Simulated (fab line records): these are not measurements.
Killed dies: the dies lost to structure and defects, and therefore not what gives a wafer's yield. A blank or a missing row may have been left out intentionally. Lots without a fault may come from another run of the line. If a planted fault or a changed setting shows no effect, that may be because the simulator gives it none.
Chamber matching | flow sky130 | rie diel-01 running SKY_METAL3_ETCH_17: 4 sister chambers
The step etches SiO2 in C4F8/O2/Ar, stops on TiN, time 3.9 s, target depth 15 nm. 14 wafers are shown with their chamber, then 7 later ones without.

== EACH WAFER AND ITS CHAMBER ==
wafer  | chamber | oes product au (a.u.)
L075.1 | 0       | 0.752
L075.3 | 2       | 0.747
L075.4 | 1       | 0.742
L078.2 | 3       | 0.755
L078.4 | 1       | 0.738
L078.6 | 1       | 0.756
L087.2 | 2       | 0.742
L087.4 | 3       | 0.759
L087.5 | 3       | 0.747
L091.1 | 3       | 0.752
L091.2 | 0       | 0.757
L091.4 | 2       | 0.750
L093.2 | 2       | 0.751
L093.3 | 1       | 0.744

SIGNATURES (averages over the wafers above)
reading        | chamber 0 | chamber 1 | chamber 2 | chamber 3 | scatter within a chamber
oes product au | 0.75450   | 0.74500   | 0.74750   | 0.75325   | 0.00564
Rule: for a wafer and a chamber, the distance is found by dividing, reading by reading, the gap between the wafer's reading and the chamber's mean by the reading's scatter, squaring, summing and taking the root. If the next closest chamber is less than 2 further off than the closest, the wafer can't be placed; otherwise it belongs to the closest. How the scatter is found: for the shown wafers, subtract from each reading the mean of its chamber, square and add these, divide the total by (wafers less chambers), then take the root.

== WAFERS WITH NO CHAMBER GIVEN ==
wafer  | oes product au (a.u.)
L093.6 | 0.743
L095.1 | 0.750
L095.4 | 0.744
L095.6 | 0.765
L097.3 | 0.756
L097.4 | 0.740
L097.5 | 0.755

== THE CHAMBER EACH PASSED THROUGH ==
wafer  | from the rows above               | in truth
L093.6 | can't be placed: 1 or 2 or 3 or 0 | 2
L095.1 | can't be placed: 2 or 3 or 0 or 1 | 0
L095.4 | can't be placed: 1 or 2 or 3 or 0 | 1
L095.6 | can't be placed: 0 or 3 or 2 or 1 | 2
L097.3 | can't be placed: 0 or 3 or 2 or 1 | 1
L097.4 | can't be placed: 1 or 2 or 3 or 0 | 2
L097.5 | can't be placed: 0 or 3 or 2 or 1 | 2
Correct placement for 0 of the 7. Not placeable from these rows: 7 (in 7, the candidates include the true chamber). Placed wrongly: 0.
